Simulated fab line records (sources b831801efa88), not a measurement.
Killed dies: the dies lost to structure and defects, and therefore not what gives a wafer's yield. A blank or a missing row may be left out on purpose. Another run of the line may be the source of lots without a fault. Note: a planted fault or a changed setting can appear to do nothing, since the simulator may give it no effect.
fab line records | flow gf180mcu
record lots=6 wafers=18 lastDay=34
route steps=602 shown TOP_METAL@577 PASSIVATION@587
lots with no fault: from the same line, run without faults
startH: hours from the record's opening day to when the first of the lot's shown wafers began | waitH: hours since the lot's step before | " repeats the value in the row above | L1.1+2: a row that stands for several wafers | - value missing, or start not given | * or withheld: withheld | < > ~ a bound
route shown NAME@n: NAME is a module with steps in the file, n the number in the route of the first one | usual: mean/standard deviation of fault-free wafers | same: alike in all rows | chamber/n: place in a boat | sites: the reading at each site | _std_site: how widely they spread, as a standard deviation | _edge_site: mean of outer sites minus mean of inner sites | radiusMm: for every site, how far away it sits from the centre of the wafer | mask NAME#n: copy n | behind: the most recent tool/chamber to have shaped the wafer | hold: the reason the lot was held/the length of the hold in hours/how it ended | device: the transistor (n, p or np) that didn't switch | end of line: tests of these same wafers at the route's end | step lacking rows: just its recipe | killed: dies that structure and defects cost at the first sort, which is not the same as the wafer's yield | map: the dies of a wafer, with x for killed, . for not killed, _ for no die there
set.NAME: setting as actually run; set.NAME@STEP: the setting as run at that earlier step | model.NAME: the simulator's own value behind a step, which no gauge read
lots seen at some steps along the route; tables by step, rows by wafer
services: from which hour (startH, from the record's first day; less than 0 if before it) a tool's chamber was out of use, for how many hours, and why
## steps
# step GF_TOP_METAL_SOFTBAKE_10
# recipe tempC=90 timeS=60 resist=NOVOLAK
# step GF_TOP_METAL_EXPOSE_11
# recipe maskId=MetalTop targetCdNm=440 na=0.6 sourceShape=conventional sigmaOuter=0.6 doseMj=170
# step GF_TOP_METAL_PEB_12
# recipe tempC=withheld timeS=* resist=NOVOLAK
# step GF_TOP_METAL_DEVELOP_13
# recipe developTimeS=60 devTempC=23
# step GF_TOP_METAL_CD_MEAS_14
# recipe targetCdNm=440
# usual cdNm=438.9/2.4
# columns lot.wafer tool chamber startH waitH cdNm
L320.1 cdSem-01 - 677.51 0.1 437.2
L320.3 " - " " 436.7
L320.6 " - " " 437.2
L321.2 cdSem-01 - 686.50 0.1 443.7
L321.4 " - " " 444.4
L321.5 " - " " 442.3
L328.1 cdSem-02 - 731.69 0.1 437.1
L328.2 " - " " 439.7
L328.6 " - " " 439.4
L329.1 cdSem-01 - 736.58 0.1 439.7
L329.2 " - " " 438.7
L329.3 " - " " 439.2
L332.1 cdSem-02 - 751.38 0.1 437.6
L332.2 " - " " 437.3
L332.4 " - " " 437.2
L338.1 cdSem-01 - 786.76 0.1 440.6
L338.4 " - " " 439.4
L338.6 " - " " 440.1
# step GF_TOP_METAL_OVL_MEAS_15
# usual TOP_METAL_OVL=0.0/1.5
# columns lot.wafer tool chamber startH waitH TOP_METAL_OVL[nm]
L320.1 overlay-01 - 677.63 0.1 1.4
L320.3 " - " " 1.5
L320.6 " - " " 1.0
L321.2 overlay-01 - 686.61 0.1 0.1
L321.4 " - " " 1.0
L321.5 " - " " 2.9
L328.1 overlay-01 - 731.81 0.1 0.9
L328.2 " - " " 2.1
L328.6 " - " " 1.8
L329.1 overlay-02 - 736.70 0.1 0.4
L329.2 " - " " -2.4
L329.3 " - " " -1.7
L332.1 overlay-01 - 751.50 0.1 -0.9
L332.2 " - " " 1.2
L332.4 " - " " 1.9
L338.1 overlay-01 - 786.88 0.1 1.0
L338.4 " - " " 0.3
L338.6 " - " " -1.3
# step GF_TOP_METAL_METAL_ETCH_16
# recipe chemistry=Cl2/BCl3 maskMaterial=NOVOLAK targetDepthNm=1197 stopOn=SiO2 pressureMtorr=8 icpW=800 biasW=140 Cl2_flow_sccm=80 bcl3FlowSccm=40 timeS=199.5
# usual biasW=140.0/0.45 chamberPressureMTorr=8.000/0.0073 drypumpMotorCurrentA=5.4/0.41 oesProductAu=0.991/0.0053 throttleValvePct=28.227/0.0088
# columns lot.wafer tool chamber startH waitH biasW chamberPressureMTorr drypumpMotorCurrentA oesProductAu rfHoursCounterH throttleValvePct
L320.1 rieMetal-03 1 677.66 0.0 139.6 8.007 5.8 0.989 4 28.224
L320.3 " 0 " " 140.1 8.004 5.0 0.989 - 28.236
L320.6 " 1 " " 140.6 7.998 5.8 1.001 - 28.221
L321.2 rieMetal-03 1 686.64 0.0 139.3 8.002 5.9 0.993 5 28.218
L321.4 " 0 " " 139.4 8.007 5.0 0.991 - 28.236
L321.5 " 1 " " 139.1 8.013 5.9 0.997 - 28.213
L328.1 rieMetal-01 1 731.85 0.0 139.9 8.003 5.9 1.000 2 28.223
L328.2 " 0 " " 140.5 7.995 5.0 0.999 9 28.228
L328.6 " 1 " " 139.7 8.004 5.9 0.993 - 28.228
L329.1 rieMetal-01 0 736.74 0.0 139.8 7.992 5.0 0.986 10 28.226
L329.2 " 1 " " 139.8 8.002 5.9 0.981 2 28.232
L329.3 " 1 " " 140.2 7.992 5.9 0.986 - 28.228
L332.1 rieMetal-04 1 751.53 0.0 140.6 7.999 5.3 0.993 16 28.238
L332.2 " 0 " " 140.3 8.003 5.8 0.999 2 28.213
L332.4 " 1 " " 140.1 8.001 5.3 0.994 - 28.220
L338.1 rieMetal-03 1 786.92 0.0 140.0 7.996 5.8 0.990 10 28.229
L338.4 " 0 " " 139.5 7.998 5.0 1.002 - 28.214
L338.6 " 0 " " 140.2 8.004 5.0 0.996 - 28.217
# step GF_TOP_METAL_STRIP_17
# recipe chemistry=O2/N2 powerW=1400 pressureMtorr=1500 platenTempC=250 o2FlowSccm=3000 n2FlowSccm=300 overashFraction=0.5
# usual chamberPressureMTorr=1499.8/1.4 drypumpMotorCurrentA=5.6/0.53 heaterPowerW=338/25 o2FlowSccm=2999/9.8 oesProductAu=0.710/0.0043 stripTimeToEndpointS=12.89/0.087
# columns lot.wafer tool chamber startH waitH chamberPressureMTorr drypumpMotorCurrentA heaterPowerW o2FlowSccm oesProductAu rfHoursCounterH stripTimeToEndpointS
L320.1 plasmaAsher-03 1 677.86 0.1 1499.4 5.8 290 2988 0.715 87 12.91
L320.3 " 1 " " 1503.2 5.8 295 2995 0.711 - 12.84
L320.6 " 1 " " 1501.0 5.9 288 2978 0.718 - 12.84
L321.2 plasmaAsher-02 0 686.83 0.1 1499.2 6.3 326 2998 0.705 54 12.88
L321.4 " 0 " " 1498.9 6.3 322 2990 0.709 - 12.90
L321.5 " 1 " " 1501.1 5.9 331 3000 0.711 - 12.80
L328.1 plasmaAsher-03 1 732.04 0.1 1500.4 5.8 299 3011 0.712 93 13.06
L328.2 " 0 " " 1499.5 5.0 340 3013 0.713 93 12.94
L328.6 " 1 " " 1500.3 5.9 298 3003 0.706 - 13.07
L329.1 plasmaAsher-01 0 736.93 0.1 1499.1 5.9 372 3005 0.707 33 12.81
L329.2 " 1 " " 1498.5 4.9 340 3003 0.717 33 12.81
L329.3 " 1 " " 1501.8 4.9 348 2996 0.711 - 12.82
L332.1 plasmaAsher-03 1 751.79 0.2 1500.5 5.9 293 2997 0.718 96 12.90
L332.2 " 0 " " 1499.9 5.0 349 3008 0.716 96 12.82
L332.4 " 0 " " 1499.3 5.0 348 3005 0.717 - 12.87
L338.1 plasmaAsher-01 1 787.11 0.1 1500.2 4.9 349 3007 0.708 39 12.79
L338.4 " 1 " " 1501.1 4.9 348 2998 0.710 - 12.75
L338.6 " 1 " " 1501.0 4.9 342 3009 0.713 - 12.82
# step GF_TOP_METAL_STRIP_18
# recipe chemistry=postEtchResidueRemover timeS=1200 tempC=72.5
# step GF_TOP_METAL_CLEAN_19
# recipe chemistry=DIW dry=n2Spin
# step GF_PASSIVATION_CVD_00
# recipe material=SiO2 targetThkNm=1000 precursor=TEOS tempC=400 timeS=111.95 rfW=600
# usual heaterPowerW=622/71 susceptorTempC=400.01/0.2
# columns lot.wafer tool chamber startH waitH heaterPowerW susceptorTempC
L320.1 pecvd-04 2 678.45 0.0 590 400.04
L320.3 " 0 " " 744 399.89
L320.6 " 2 " " 622 400.04
L321.2 pecvd-03 0 687.39 0.0 526 399.58
L321.4 " 0 " " 594 399.94
L321.5 " 1 " " 547 400.10
L328.1 pecvd-01 2 733.15 0.0 594 400.10
L328.2 " 0 " " 660 399.79
L328.6 " 2 " " 650 399.90
L329.1 pecvd-01 1 737.49 0.0 695 399.77
L329.2 " 2 " " 638 400.12
L329.3 " 0 " " 597 399.99
L332.1 pecvd-03 2 752.32 0.0 631 400.23
L332.2 " 0 " " 648 400.20
L332.4 " 0 " " 507 399.94
L338.1 pecvd-04 0 787.64 0.0 788 400.02
L338.4 " 0 " " 599 400.01
L338.6 " 1 " " 546 399.97
# step GF_PASSIVATION_THK_MEAS_01
# recipe reads=SiO2_of_PASSIVATION_CVD_00
# usual PASSIVATION_CVD_00_THK=1001/14
# columns lot.wafer tool chamber startH waitH PASSIVATION_CVD_00_THK[nm]
L320.1 filmMetro-01 - 678.53 0.0 1005
L320.3 " - " " 984
L320.6 " - " " 1019
L321.2 filmMetro-04 - 687.48 0.0 961
L321.4 " - " " 973
L321.5 " - " " 1006
L328.1 filmMetro-01 - 733.23 0.0 1001
L328.2 " - " " 995
L328.6 " - " " 1012
L329.1 filmMetro-02 - 737.57 0.0 1010
L329.2 " - " " 990
L329.3 " - " " 1000
L332.1 filmMetro-02 - 752.40 0.0 993
L332.2 " - " " 979
L332.4 " - " " 1000
L338.1 filmMetro-02 - 787.72 0.0 985
L338.4 " - " " 998
L338.6 " - " " 992
# step GF_PASSIVATION_CVD_02
# recipe material=Si3N4 targetThkNm=700 timeS=486.18 tempC=400 rfW=450
# usual heaterPowerW=687/57 susceptorTempC=400.02/0.24
# columns lot.wafer tool chamber startH waitH heaterPowerW susceptorTempC model.Si3N4_of_PASSIVATION_CVD_02.thkNm
L320.1 pecvd-03 2 678.59 0.1 722 400.29 694
L320.3 " 1 " " 757 400.13 688.3
L320.6 " 0 " " 679 400.08 714.9
L321.2 pecvd-01 1 687.53 0.0 683 399.94 691.2
L321.4 " 1 " " 723 399.75 695.5
L321.5 " 0 " " 740 400.10 697
L328.1 pecvd-03 1 733.29 0.1 741 400.21 971
L328.2 " 2 " " 695 400.03 966.8
L328.6 " 2 " " 746 400.37 979.2
L329.1 pecvd-03 2 737.63 0.1 737 400.09 971.9
L329.2 " 1 " " 721 399.59 969.3
L329.3 " 0 " " 695 399.93 978.3
L332.1 pecvd-01 2 752.46 0.1 610 399.80 693.4
L332.2 " 0 " " 703 399.90 692.9
L332.4 " 0 " " 758 399.89 703.5
L338.1 pecvd-01 1 787.78 0.1 627 400.25 682.5
L338.4 " 2 " " 616 399.64 695.7
L338.6 " 1 " " 687 400.11 704.2
# step GF_PASSIVATION_THK_MEAS_03
# recipe reads=Si3N4_of_PASSIVATION_CVD_02
# usual PASSIVATION_CVD_02_THK=698/8.9
# columns lot.wafer tool chamber startH waitH PASSIVATION_CVD_02_THK[nm]
L320.1 filmMetro-01 - 678.88 0.1 694
L320.3 " - " " 689
L320.6 " - " " 715
L321.2 filmMetro-02 - 687.83 0.2 691
L321.4 " - " " 695
L321.5 " - " " 697
L328.1 filmMetro-02 - 733.57 0.1 970
L328.2 " - " " 967
L328.6 " - " " 979
L329.1 filmMetro-01 - 737.92 0.1 972
L329.2 " - " " 969
L329.3 " - " " 978
L332.1 filmMetro-02 - 752.75 0.1 693
L332.2 " - " " 693
L332.4 " - " " 704
L338.1 filmMetro-04 - 788.07 0.1 682
L338.4 " - " " 696
L338.6 " - " " 704
# step GF_PASSIVATION_DEHYDRATE_04
# recipe tempC=200 timeS=60
## services
# columns tool chamber startH hours kind
rieMetal-01 1 656.63 - clean
rieMetal-01 1 656.63 35.1 scheduledDown
rieMetal-01 1 656.63 35.1 ventCycle
rieMetal-01 - 661.38 0.2 repair
plasmaAsher-01 - 678.35 12.2 pm
rieMetal-04 0 682.63 - clean
rieMetal-04 0 682.63 20.7 scheduledDown
rieMetal-04 0 682.63 20.7 ventCycle
pecvd-01 - 696.75 2.0 repair
plasmaAsher-02 - 719.56 14.6 pm
pecvd-04 0 769.13 12.4 repair
plasmaAsher-02 - 778.37 13.1 repair
plasmaAsher-03 - 780.96 2.8 pm
rieMetal-04 - 782.37 2.8 pm
## key
firstSign step=GF_PASSIVATION_THK_MEAS_03 reading=PASSIVATION_CVD_02_THK direction=up sigmas=31 usual=698 struck=973
effect none on later readings
modelEffect step=GF_PASSIVATION_CVD_02 value=Si3N4_of_PASSIVATION_CVD_02.thkNm without=697.7 struck=972.8
metAt GF_PASSIVATION_CVD_02
struckWafers L328.1,L328.2,L328.6,L329.1,L329.2,L329.3
laterRowsLeftOut L328.6,L329.2
sortLeftOut L328.1,L328.2,L328.6,L329.1,L329.2,L329.3
onsetBetween 678.59 733.29
alsoFits GF_TOP_METAL_METAL_ETCH_16:rieMetal-01,GF_PASSIVATION_CVD_00:pecvd-01
fault kind=processParameterDrift tool=pecvd-03 chamber=- onsetH=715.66 steps=GF_PASSIVATION_CVD_02 channel=targetThkNm offset=276.46 shape=step endH=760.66 actsIn=theseRecipesOnly stated=700
# sortLeftOut: the simulated sort isn't trusted on such a fault, so these wafers' sort isn't shown, and their yield isn't known
# laterRowsLeftOut: the simulator's readings of these wafers behind a module that went badly wrong aren't trusted and aren't shown, but for the sort
